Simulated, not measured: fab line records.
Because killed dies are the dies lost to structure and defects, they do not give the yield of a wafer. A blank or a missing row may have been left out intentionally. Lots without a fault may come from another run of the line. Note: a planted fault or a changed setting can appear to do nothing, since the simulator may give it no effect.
What tool caused it? :: flow gf180mcu :: 12 lots, 36 wafers sampled, at 6 steps of a route of 602

== WHAT THE GAUGES SHOWED, per wafer ==
GF_HV_LDD_TW_MEAS_38.
lot: L384
measured: day 11 15:15
on: film_metro-01
HV_LDD_3_TW: 1459 1465 1463

lot: L386
measured: day 12 04:04
on: film_metro-02
HV_LDD_3_TW: 1441 1438 1435

lot: L387
measured: day 12 19:23
on: film_metro-01
HV_LDD_3_TW: 1461 1463 1466

lot: L388
measured: day 13 05:24
on: film_metro-01
HV_LDD_3_TW: 1446 1459 1455

lot: L392
measured: day 14 10:05
on: film_metro-01
HV_LDD_3_TW: 1449 1451 1458

lot: L395
measured: day 15 01:27
on: film_metro-01
HV_LDD_3_TW: 1464 1458 1453

lot: L396
measured: day 15 14:33
on: film_metro-01
HV_LDD_3_TW: 1413 1430 1420

lot: L398
measured: day 16 04:43
on: film_metro-03
HV_LDD_3_TW: 1415 1414 1414

lot: L403
measured: day 17 20:02
on: film_metro-02
HV_LDD_3_TW: 1444 1439 1441

lot: L405
measured: day 18 14:17
on: film_metro-03
HV_LDD_3_TW: 1461 1465 1461

lot: L406
measured: day 18 16:55
on: film_metro-02
HV_LDD_3_TW: 1432 1435 1434

lot: L407
measured: day 19 07:40
on: film_metro-01
HV_LDD_3_TW: 1442 1444 1437

GF_HV_LDD_RS_MEAS_53: measurement is done with a four-point probe.
lot: L384
measured: day 12 11:38
on: film_metro-03
HV_LDD_RS (ohm/sq): 418.8 418.5 419.5

lot: L386
measured: day 12 23:27
on: film_metro-02
HV_LDD_RS (ohm/sq): 418.4 418.2 419.1

lot: L387
measured: day 13 16:07
on: film_metro-03
HV_LDD_RS (ohm/sq): 418.6 418.8 418.0

lot: L388
measured: day 14 02:19
on: film_metro-02
HV_LDD_RS (ohm/sq): 417.2 417.0 416.5

lot: L392
measured: day 15 07:44
on: film_metro-02
HV_LDD_RS (ohm/sq): 418.2 418.7 418.8

lot: L395
measured: day 15 23:26
on: film_metro-02
HV_LDD_RS (ohm/sq): 418.0 418.4 418.4

lot: L396
measured: day 16 13:25
on: film_metro-01
HV_LDD_RS (ohm/sq): 374.6 375.7 373.5 374.4 374.1 375.0

lot: L398
measured: day 17 04:10
on: film_metro-03
HV_LDD_RS (ohm/sq): 373.0 372.8 373.6 373.7 373.2 373.6

lot: L403
measured: day 18 19:50
on: film_metro-01
HV_LDD_RS (ohm/sq): 417.8 418.2 417.5

lot: L405
measured: day 19 14:20
on: film_metro-02
HV_LDD_RS (ohm/sq): 417.9 417.3 417.4

lot: L406
measured: day 19 18:13
on: film_metro-01
HV_LDD_RS (ohm/sq): 417.8 419.0 418.9

lot: L407
measured: day 20 08:07
on: film_metro-03
HV_LDD_RS (ohm/sq): 417.9 419.6 418.7

GF_M1_THK_MEAS_06: measures by xrf.
lot: L384
measured: day 16 05:50
on: film_metro-03
M1_ALCU_THK (nm): 457 445 445

lot: L386
measured: day 16 19:52
on: film_metro-03
M1_ALCU_THK (nm): 447 446 447

lot: L387
measured: day 17 15:43
on: film_metro-04
M1_ALCU_THK (nm): 448 453 454

lot: L388
measured: day 18 02:19
on: film_metro-04
M1_ALCU_THK (nm): 453 455 455

lot: L392
measured: day 19 10:25
on: film_metro-01
M1_ALCU_THK (nm): 455 454 448

lot: L395
measured: day 20 04:27
on: film_metro-01
M1_ALCU_THK (nm): 452 445 447

lot: L403
measured: day 23 03:24
on: film_metro-03
M1_ALCU_THK (nm): 455 456 455

lot: L405
measured: day 23 19:50
on: film_metro-04
M1_ALCU_THK (nm): 459 451 449

lot: L406
measured: day 23 23:26
on: film_metro-04
M1_ALCU_THK (nm): 441 443 439

lot: L407
measured: day 24 09:50
on: film_metro-01
M1_ALCU_THK (nm): 452 458 458

== TOOL THAT RAN EACH LOT (tool first, then ch and the chambers of the sampled wafers, then the start) ==
lot: L384
GF_HV_LDD_IMPLANT_35: implanter-01 ch 0, day 11 14:51
GF_SALICIDE_RTA_08: rtp_anneal-02 ch 0, day 15 06:35
GF_CONTACT_CMP_27: cmp-01 ch 0,2,3, day 16 05:15

lot: L386
GF_HV_LDD_IMPLANT_35: implanter-04 ch 0, day 12 03:41
GF_SALICIDE_RTA_08: rtp_anneal-02 ch 0, day 15 19:24
GF_CONTACT_CMP_27: cmp-02 ch 1,2,3, day 16 19:16

lot: L387
GF_HV_LDD_IMPLANT_35: implanter-04 ch 0, day 12 18:59
GF_SALICIDE_RTA_08: rtp_anneal-02 ch 0, day 16 14:24
GF_CONTACT_CMP_27: cmp-02 ch 0,1,2, day 17 15:05

lot: L388
GF_HV_LDD_IMPLANT_35: implanter-01 ch 0, day 13 05:01
GF_SALICIDE_RTA_08: rtp_anneal-02 ch 0, day 17 00:15
GF_CONTACT_CMP_27: cmp-02 ch 0,1,2, day 18 01:46

lot: L392
GF_HV_LDD_IMPLANT_35: implanter-03 ch 0, day 14 09:38
GF_SALICIDE_RTA_08: rtp_anneal-02 ch 0, day 18 08:11
GF_CONTACT_CMP_27: cmp-02 ch 0,2,3, day 19 09:47

lot: L395
GF_HV_LDD_IMPLANT_35: implanter-01 ch 0, day 15 01:04
GF_SALICIDE_RTA_08: rtp_anneal-02 ch 0, day 19 01:47
GF_CONTACT_CMP_27: cmp-02 ch 0,2,3, day 20 03:54

lot: L396
GF_HV_LDD_IMPLANT_35: implanter-03 ch 0, day 15 14:10
GF_SALICIDE_RTA_08: -
GF_CONTACT_CMP_27: -

lot: L398
GF_HV_LDD_IMPLANT_35: implanter-03 ch 0, day 16 04:21
GF_SALICIDE_RTA_08: -
GF_CONTACT_CMP_27: -

lot: L403
GF_HV_LDD_IMPLANT_35: implanter-01 ch 0, day 17 19:39
GF_SALICIDE_RTA_08: rtp_anneal-01 ch 0, day 22 01:36
GF_CONTACT_CMP_27: cmp-02 ch 0,1,3, day 23 02:45

lot: L405
GF_HV_LDD_IMPLANT_35: implanter-03 ch 0, day 18 13:54
GF_SALICIDE_RTA_08: rtp_anneal-02 ch 0, day 22 18:37
GF_CONTACT_CMP_27: cmp-02 ch 1,2,3, day 23 19:20

lot: L406
GF_HV_LDD_IMPLANT_35: implanter-01 ch 0, day 18 16:31
GF_SALICIDE_RTA_08: rtp_anneal-01 ch 0, day 22 22:22
GF_CONTACT_CMP_27: cmp-02 ch 0,1,2, day 23 22:49

lot: L407
GF_HV_LDD_IMPLANT_35: implanter-03 ch 0, day 19 07:16
GF_SALICIDE_RTA_08: rtp_anneal-02 ch 0, day 23 11:02
GF_CONTACT_CMP_27: cmp-02 ch 1,3, day 24 09:11
- GF_HV_LDD_IMPLANT_35
- GF_SALICIDE_RTA_08: time 30 s.
- GF_CONTACT_CMP_27: polishes, stops on SiO2, t overpolish 15 s, target thk 0 nm.

== AS READ BY THE TOOLS THEMSELVES (means over the sampled wafers that have a number; for cases with no such wafer, the mark the record gives instead) ==
GF_HV_LDD_IMPLANT_35.
lot: L384
tool: implanter-01
tilt_deg (degrees): 29.990

lot: L386
tool: implanter-04
tilt_deg (degrees): 29.990

lot: L387
tool: implanter-04
tilt_deg (degrees): 29.984

lot: L388
tool: implanter-01
tilt_deg (degrees): 30.000

lot: L392
tool: implanter-03
tilt_deg (degrees): 30.009

lot: L395
tool: implanter-01
tilt_deg (degrees): 30.016

lot: L396
tool: implanter-03
tilt_deg (degrees): 0.021

lot: L398
tool: implanter-03
tilt_deg (degrees): 0.011

lot: L403
tool: implanter-01
tilt_deg (degrees): 29.973

lot: L405
tool: implanter-03
tilt_deg (degrees): 30.026

lot: L406
tool: implanter-01
tilt_deg (degrees): 30.034

lot: L407
tool: implanter-03
tilt_deg (degrees): 30.020

GF_SALICIDE_RTA_08.
lot: L384
tool: rtp_anneal-02
chamber_o2_ppm: 2.005
lamp_power_pct (%): 21.0
wafer_temp_C_max: 803.8

lot: L386
tool: rtp_anneal-02
chamber_o2_ppm: 1.991
lamp_power_pct (%): 21.0
wafer_temp_C_max: 803.6

lot: L387
tool: rtp_anneal-02
chamber_o2_ppm: 1.997
lamp_power_pct (%): 21.0
wafer_temp_C_max: 803.4

lot: L388
tool: rtp_anneal-02
chamber_o2_ppm: 1.974
lamp_power_pct (%): 21.0
wafer_temp_C_max: 802.6

lot: L392
tool: rtp_anneal-02
chamber_o2_ppm: 2.013
lamp_power_pct (%): 21.0
wafer_temp_C_max: 803.2

lot: L395
tool: rtp_anneal-02
chamber_o2_ppm: 2.016
lamp_power_pct (%): 21.0
wafer_temp_C_max: 802.9

lot: L403
tool: rtp_anneal-01
chamber_o2_ppm: 1.989
lamp_power_pct (%): 17.4
wafer_temp_C_max: 803.8

lot: L405
tool: rtp_anneal-02
chamber_o2_ppm: 2.028
lamp_power_pct (%): 21.0
wafer_temp_C_max: 803.4

lot: L406
tool: rtp_anneal-01
chamber_o2_ppm: 2.011
lamp_power_pct (%): 17.4
wafer_temp_C_max: 804.9

lot: L407
tool: rtp_anneal-02
chamber_o2_ppm: 1.993
lamp_power_pct (%): 21.0
wafer_temp_C_max: 803.4

GF_CONTACT_CMP_27.
lot: L384
tool: cmp-01
head_pressure_psi (psi): 3.498
motor_current_A (A): 10.4
overpolish_run_s (s): 15.004
slurry_filter_dp_kPa (kPa): 13.48
time_to_endpoint_s (s): 67

lot: L386
tool: cmp-02
head_pressure_psi (psi): 3.492
motor_current_A (A): 12.0
overpolish_run_s (s): 15.000
slurry_filter_dp_kPa (kPa): 13.44
time_to_endpoint_s (s): 79

lot: L387
tool: cmp-02
head_pressure_psi (psi): 3.504
motor_current_A (A): 11.7
overpolish_run_s (s): 14.993
slurry_filter_dp_kPa (kPa): 13.39
time_to_endpoint_s (s): 78

lot: L388
tool: cmp-02
head_pressure_psi (psi): 3.495
motor_current_A (A): 12.1
overpolish_run_s (s): 14.997
slurry_filter_dp_kPa (kPa): 13.51
time_to_endpoint_s (s): 76

lot: L392
tool: cmp-02
head_pressure_psi (psi): 3.501
motor_current_A (A): 11.3
overpolish_run_s (s): 15.004
slurry_filter_dp_kPa (kPa): 13.52
time_to_endpoint_s (s): 70

lot: L395
tool: cmp-02
head_pressure_psi (psi): 3.500
motor_current_A (A): 11.4
overpolish_run_s (s): 15.007
slurry_filter_dp_kPa (kPa): 13.47
time_to_endpoint_s (s): 70

lot: L403
tool: cmp-02
head_pressure_psi (psi): 3.501
motor_current_A (A): 11.2
overpolish_run_s (s): 15.003
slurry_filter_dp_kPa (kPa): 13.63
time_to_endpoint_s (s): 72

lot: L405
tool: cmp-02
head_pressure_psi (psi): 3.494
motor_current_A (A): 11.8
overpolish_run_s (s): 14.996
slurry_filter_dp_kPa (kPa): 13.50
time_to_endpoint_s (s): 73

lot: L406
tool: cmp-02
head_pressure_psi (psi): 3.494
motor_current_A (A): 11.9
overpolish_run_s (s): 14.992
slurry_filter_dp_kPa (kPa): 13.46
time_to_endpoint_s (s): 73

lot: L407
tool: cmp-02
head_pressure_psi (psi): 3.504
motor_current_A (A): 11.5
overpolish_run_s (s): 14.991
slurry_filter_dp_kPa (kPa): 13.69
time_to_endpoint_s (s): 70

== THE ANSWER, worked out from the rows above alone ==
Rule: usual is defined by the lots themselves. The widest of any qualifying gaps counts: lots, ordered by their means at a reading, are off when they make up no more than a third of the lots, leave a main group of 4 or more, and stand apart from it by 3 or more times the standard deviation of that group's means. A main group is skipped when, at the precision printed for the reading in the tables above, its means are all equal. Also off: a lot with no number at a reading for which 4 or more lots have one. Any other lot the step has rows for is counted as sound. First the gauges in route order, then the tools' own readings, where a lot's mean is used as printed above. At the first step where some lot is off, the reading lying furthest off is the one used; lots without a number count as furthest.
Off: at GF_HV_LDD_RS_MEAS_53 (HV_LDD_RS), L396, L398. Main group: mean 418.2 ohm/sq, sd 0.6.
If a tool, at a process step before that reading, ran all the lots that are off and no sound lot after the first of them, it fits. The gauges at GF_HV_LDD_RS_MEAS_53 aren't tried: what is off there is off at GF_HV_LDD_IMPLANT_35 too, on other tools, and a gauge's error can't cause that. Of those tried, none fits.

== WHAT HAD BEEN PUT IN BY THE SIMULATOR ==
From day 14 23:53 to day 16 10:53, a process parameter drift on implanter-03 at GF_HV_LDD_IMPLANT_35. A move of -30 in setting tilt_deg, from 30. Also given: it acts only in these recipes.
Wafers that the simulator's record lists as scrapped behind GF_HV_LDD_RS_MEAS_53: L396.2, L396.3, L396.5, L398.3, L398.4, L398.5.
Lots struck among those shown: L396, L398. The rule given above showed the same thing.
